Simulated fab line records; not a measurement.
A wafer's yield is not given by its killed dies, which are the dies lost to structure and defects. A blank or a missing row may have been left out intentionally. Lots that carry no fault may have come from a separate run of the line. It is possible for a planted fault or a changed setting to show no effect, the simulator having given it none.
Matching of chambers || flow sky130 || SKY_VIA1_CMP_02 on cmp-01: 4 sister chambers
The step polishes SiO2. 14 wafers are shown with their chamber, then 6 later ones without.

## WAFERS, EACH WITH ITS CHAMBER
{"wafer": "L549.1", "chamber": 0, "motor_current_A (A)": 13.0, "platen_rpm (rpm)": 60.06}
{"wafer": "L549.5", "chamber": 1, "motor_current_A (A)": 13.5, "platen_rpm (rpm)": 60.07}
{"wafer": "L549.6", "chamber": 0, "motor_current_A (A)": 13.2, "platen_rpm (rpm)": 60.03}
{"wafer": "L551.2", "chamber": 0, "motor_current_A (A)": 12.9, "platen_rpm (rpm)": 59.96}
{"wafer": "L551.3", "chamber": 1, "motor_current_A (A)": 13.6, "platen_rpm (rpm)": 60.01}
{"wafer": "L551.4", "chamber": 2, "motor_current_A (A)": 12.2, "platen_rpm (rpm)": 59.92}
{"wafer": "L552.3", "chamber": 3, "motor_current_A (A)": 13.8, "platen_rpm (rpm)": 59.99}
{"wafer": "L552.5", "chamber": 3, "motor_current_A (A)": 14.2, "platen_rpm (rpm)": 60.01}
{"wafer": "L552.6", "chamber": 0, "motor_current_A (A)": 12.5, "platen_rpm (rpm)": 60.00}
{"wafer": "L553.3", "chamber": 2, "motor_current_A (A)": 12.4, "platen_rpm (rpm)": 59.99}
{"wafer": "L553.4", "chamber": 0, "motor_current_A (A)": 12.9, "platen_rpm (rpm)": 60.08}
{"wafer": "L553.5", "chamber": 3, "motor_current_A (A)": 14.2, "platen_rpm (rpm)": 59.94}
{"wafer": "L559.1", "chamber": 3, "motor_current_A (A)": 14.5, "platen_rpm (rpm)": 59.99}
{"wafer": "L559.3", "chamber": 0, "motor_current_A (A)": 12.5, "platen_rpm (rpm)": 60.01}

SIGNATURES, as means of the wafers listed above
{"reading": "motor_current_A", "chamber 0": 12.833, "chamber 1": 13.550, "chamber 2": 12.300, "chamber 3": 14.175, "scatter within a chamber": 0.258}
{"reading": "platen_rpm", "chamber 0": 60.0233, "chamber 1": 60.0400, "chamber 2": 59.9550, "chamber 3": 59.9825, "scatter within a chamber": 0.0403}
Rule: for a wafer and a chamber, the distance is found by dividing, reading by reading, the gap between the wafer's reading and the chamber's mean by the reading's scatter, squaring, summing and taking the root. If the next closest chamber is less than 2 further off than the closest, the wafer can't be placed; otherwise it belongs to the closest. The scatter is the square root of a quotient: the sum, over the shown wafers, of each reading's squared deviation from its chamber's mean, divided by wafers minus chambers.

## WAFERS WITH NO CHAMBER GIVEN
{"wafer": "L568.1", "motor_current_A (A)": 12.7, "platen_rpm (rpm)": 59.96}
{"wafer": "L568.3", "motor_current_A (A)": 14.2, "platen_rpm (rpm)": 60.03}
{"wafer": "L568.5", "motor_current_A (A)": 12.3, "platen_rpm (rpm)": 59.95}
{"wafer": "L571.3", "motor_current_A (A)": 14.6, "platen_rpm (rpm)": 59.98}
{"wafer": "L571.4", "motor_current_A (A)": 11.9, "platen_rpm (rpm)": 59.94}
{"wafer": "L571.5", "motor_current_A (A)": 14.9, "platen_rpm (rpm)": 59.99}

## WHICH CHAMBER EACH WENT THROUGH
{"wafer": "L568.1", "from the rows above": "can't be placed: 2 or 0", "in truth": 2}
{"wafer": "L568.3", "from the rows above": "can't be placed: 3 or 1", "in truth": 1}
{"wafer": "L568.5", "from the rows above": 2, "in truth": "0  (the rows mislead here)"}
{"wafer": "L571.3", "from the rows above": 3, "in truth": 3}
{"wafer": "L571.4", "from the rows above": 2, "in truth": 2}
{"wafer": "L571.5", "from the rows above": 3, "in truth": 3}
Correct placement for 3 of the 6. From these rows, 2 cannot be placed; in 2 the true chamber is one of the candidates. 1 placed wrongly.
